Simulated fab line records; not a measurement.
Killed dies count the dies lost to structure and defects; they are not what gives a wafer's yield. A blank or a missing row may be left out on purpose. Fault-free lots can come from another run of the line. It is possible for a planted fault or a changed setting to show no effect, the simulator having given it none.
Problem report in the 8D (eight disciplines) form, filled by code    flow gf180mcu    the parts of the form that need people (team, actions taken, sign-off) are left out

## 1. WHAT WENT WRONG
Wafers free of any fault read 1422 (standard deviation 9.3) for HV_LDD_3_TW at GF_HV_LDD_TW_MEAS_38, against a mean of 1317 on 6 wafers of 2 lots. Relative to the usual mean, that is a shift of -11 standard deviations.
The first sign was on wafer L504.1 at day 16 13:32, on filmMetro-03. At this step, 42 wafers from 14 lots have a number in the record. The rule behind "out" and "out of limits": a value lying over 4 standard deviations away from the usual mean. The rest of the wafers with a number are treated as sound.

## 2. WHAT IT IS AND WHAT IT IS NOT
question                     is                          is not
which readings at this step  HV_LDD_3_TW                 -
which lots                   L504, L505                  L489, L492, L493, L495, L497, L498, L499, L500, L501, L506, L511, L512
which wafers of those lots   all that have a number      -
read on which gauges         filmMetro-01, filmMetro-03  filmMetro-04
when                         from day 16 13:32           up to then (27 sound wafers); but 9 sound wafers of L506, L511, L512 came after

## 3. THE SUSPECTS, EACH WITH WHAT RULES IT OUT
Counting: any tool at a process step up to the reading is kept as a suspect provided that every lot that is out went through it and no sound lot did after the first of them.
- the gauge at GF_HV_LDD_TW_MEAS_38: ruled out. The wafers that are out were read on 2 gauges (filmMetro-01, filmMetro-03).
- implanter-03 at GF_HV_LDD_IMPLANT_34: kept. It ran every lot that is out, first L504 (day 16 12:59), and no sound lot after that; its last sound lot up to then is L501 (day 15 17:58). On those wafers its own readings are out: doseIonsCm2, faradayCurrentUA.
Left after counting: implanter-03 at GF_HV_LDD_IMPLANT_34.

## 4. THE CAUSE (what the simulator had put in)
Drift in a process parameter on implanter-03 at GF_HV_LDD_IMPLANT_34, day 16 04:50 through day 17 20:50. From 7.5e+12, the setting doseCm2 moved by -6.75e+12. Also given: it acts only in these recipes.
The count eliminated every tool but this one.

## 5. THE CHAIN OF EFFECTS, in route order
Each row: a reading whose mean over the struck wafers that have a number lies more than 3 standard deviations from the usual. Readings are gone through only where the record gives a usual standard deviation; hours: the median, over the lots, of the time from a lot's start at the first step in this table giving one to that lot's start at this step; sigmas: the change measured in usual standard deviations.
hours  step                  reading           usual    on struck wafers  change    sigmas
0      GF_HV_LDD_IMPLANT_34  doseIonsCm2       7.5e+12  7.4e+11           -6.8e+12  -99 or more
0      GF_HV_LDD_IMPLANT_34  faradayCurrentUA  42.4     4.3               -38.1     -48
1      GF_HV_LDD_TW_MEAS_38  HV_LDD_3_TW       1422     1317              -105      -11
Here are the process steps it includes:
- GF_HV_LDD_IMPLANT_34
Later steps that measure or inspect, where all struck wafers having a row at the step show a number for every such reading and not one has moved that far: GF_HV_LDD_CD_MEAS_46, GF_HV_LDD_TW_MEAS_50.

## 6. WHAT WOULD HAVE CAUGHT IT SOONER
In this record the first reading out of limits at a measuring or inspecting step was taken at day 16 13:32, 9 hours after the fault began at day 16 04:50.
The tool's own readings at GF_HV_LDD_IMPLANT_34 were out on every struck wafer that the step has a row for (doseIonsCm2, faradayCurrentUA): an alarm limit on them would have fired on the first of those.
Of the lots that are out (2), L505 began GF_HV_LDD_IMPLANT_34 on implanter-03 after day 16 13:32. Holding the tool at that time would have saved it.
